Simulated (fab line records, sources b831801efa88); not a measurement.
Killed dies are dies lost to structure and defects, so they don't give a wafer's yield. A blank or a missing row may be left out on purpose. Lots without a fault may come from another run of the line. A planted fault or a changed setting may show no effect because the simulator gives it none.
Which tool did it? | flow gf180mcu | 11 lots, 33 wafers sampled, at 4 steps of a route of 602

WHAT THE GAUGES READ, wafer by wafer
GF_CONTACT_BOW_MEAS_05. Usual: CONTACT_BOW 64 um, standard deviation 6.8.
lot  | measured     | on            | CONTACT_BOW (um) | flag
L862 | day 15 03:04 | film_metro-01 | 54 73 59         |
L863 | day 15 15:01 | film_metro-01 | 58 59 60         |
L864 | day 15 19:42 | film_metro-03 | 71 58 64         |
L865 | day 16 03:25 | film_metro-02 | 61 70 67         |
L866 | day 16 19:35 | film_metro-02 | 60 68 66         |
L867 | day 17 02:35 | film_metro-01 | 71 59 74         |
L868 | day 17 10:29 | film_metro-03 | 69 64 64         |
L877 | day 20 15:00 | film_metro-02 | 55 79 55         |
L878 | day 20 21:22 | film_metro-01 | 63 55 44         |
L879 | day 21 12:00 | film_metro-02 | 63 53 59         |
L885 | day 23 10:08 | film_metro-02 | 71 64 70         |

GF_M1_CD_MEAS_14: target cd 230 nm. Usual: cd_nm 229.8 nm, standard deviation 1.5.
lot  | measured     | on        | cd_nm (nm)        | flag
L862 | day 17 01:40 | cd_sem-01 | 229.0 229.4 229.2 |
L863 | day 17 13:39 | cd_sem-02 | 233.0 234.0 233.5 |
L864 | day 17 18:01 | cd_sem-01 | 230.2 230.7 230.2 |
L865 | day 18 04:44 | cd_sem-01 | 230.0 229.9 229.1 |
L866 | day 18 19:40 | cd_sem-01 | 228.3 228.5 229.3 |
L867 | day 19 05:40 | cd_sem-02 | 227.8 226.3 227.7 |
L868 | day 19 12:10 | cd_sem-01 | 230.3 229.5 229.7 |
L877 | day 22 15:38 | cd_sem-01 | 229.1 230.5 229.4 |
L878 | day 22 21:26 | cd_sem-02 | 230.1 229.2 229.3 |
L879 | day 23 12:49 | cd_sem-01 | 230.3 230.1 231.2 |
L885 | day 25 07:04 | cd_sem-01 | 230.3 230.4 229.0 |

WHICH TOOL RAN EACH LOT (tool, then ch and the chambers of the sampled wafers, then the start)
lot  | GF_SALICIDE_WET_ETCH_01         | GF_M1_SPUTTER_00
L862 | wet_bench-04 ch 1, day 15 01:51 | pvd_sputter-01, day 16 02:35
L863 | wet_bench-03 ch 0, day 15 13:55 | pvd_sputter-03, day 16 14:16
L864 | wet_bench-02 ch 2, day 15 18:29 | pvd_sputter-03, day 16 19:11
L865 | wet_bench-04 ch 3, day 16 02:07 | pvd_sputter-01, day 17 04:06
L866 | wet_bench-04 ch 3, day 16 18:28 | pvd_sputter-01, day 17 20:10
L867 | wet_bench-02 ch 3, day 17 01:29 | pvd_sputter-03, day 18 05:20
L868 | wet_bench-03 ch 0, day 17 09:20 | pvd_sputter-04, day 18 12:05
L877 | wet_bench-04 ch 2, day 20 13:52 | pvd_sputter-04, day 21 15:29
L878 | wet_bench-02 ch 2, day 20 20:13 | pvd_sputter-01, day 21 22:26
L879 | wet_bench-04 ch 0, day 21 10:53 | pvd_sputter-01, day 22 13:31
L885 | wet_bench-03 ch 1, day 23 09:03 | pvd_sputter-03, day 24 09:33
- GF_SALICIDE_WET_ETCH_01: etches SiO2 in dHF, target depth 5 nm, time 100 s.
- GF_M1_SPUTTER_00: material Ti, target thk 37.5 nm, time 150 s.

WHAT THE TOOLS THEMSELVES READ (means of the sampled wafers that have a number; where no wafer has one, the mark that the record gives instead)
GF_SALICIDE_WET_ETCH_01. Usual: run_length_s 131 s, standard deviation 3.7.
lot  | tool         | run_length_s (s) | flag
L862 | wet_bench-04 | 135              |
L863 | wet_bench-03 | 125              |
L864 | wet_bench-02 | 125              |
L865 | wet_bench-04 | 133              |
L866 | wet_bench-04 | 134              |
L867 | wet_bench-02 | 124              |
L868 | wet_bench-03 | 126              |
L877 | wet_bench-04 | 201              | OFF
L878 | wet_bench-02 | 133              |
L879 | wet_bench-04 | 133              |
L885 | wet_bench-03 | 125              |

GF_M1_SPUTTER_00. Usual: throttle_valve_pct 30.4 %, standard deviation 1.1.
lot  | tool           | throttle_valve_pct (%) | flag
L862 | pvd_sputter-01 | 30.7                   |
L863 | pvd_sputter-03 | 31.4                   |
L864 | pvd_sputter-03 | 29.0                   |
L865 | pvd_sputter-01 | 30.5                   |
L866 | pvd_sputter-01 | 30.5                   |
L867 | pvd_sputter-03 | 31.0                   |
L868 | pvd_sputter-04 | 30.8                   |
L877 | pvd_sputter-04 | 30.6                   |
L878 | pvd_sputter-01 | 30.9                   |
L879 | pvd_sputter-01 | 29.8                   |
L885 | pvd_sputter-03 | 31.0                   |

THE ANSWER, worked out from the rows above alone
Rule: a lot is off if the mean of its wafers that have a number lies more than 3 standard deviations from the usual mean. A lot without any number at a reading at which 4 lots or more have one is off too. The other lots that the step has rows for count as sound. The gauges are gone through in route order, then the tools' own readings, and for those a lot's mean is taken as printed above. The first step at which some lot is off is used, and at that step the reading that is off furthest; a lot without a number counts as furthest.
Off: L877, at GF_SALICIDE_WET_ETCH_01 (run_length_s).
A tool fits if, at that step or a process step before it, it ran every lot that is off, and no sound lot after the first of them. None of those tried fits.

WHAT THE SIMULATOR HAD PUT IN
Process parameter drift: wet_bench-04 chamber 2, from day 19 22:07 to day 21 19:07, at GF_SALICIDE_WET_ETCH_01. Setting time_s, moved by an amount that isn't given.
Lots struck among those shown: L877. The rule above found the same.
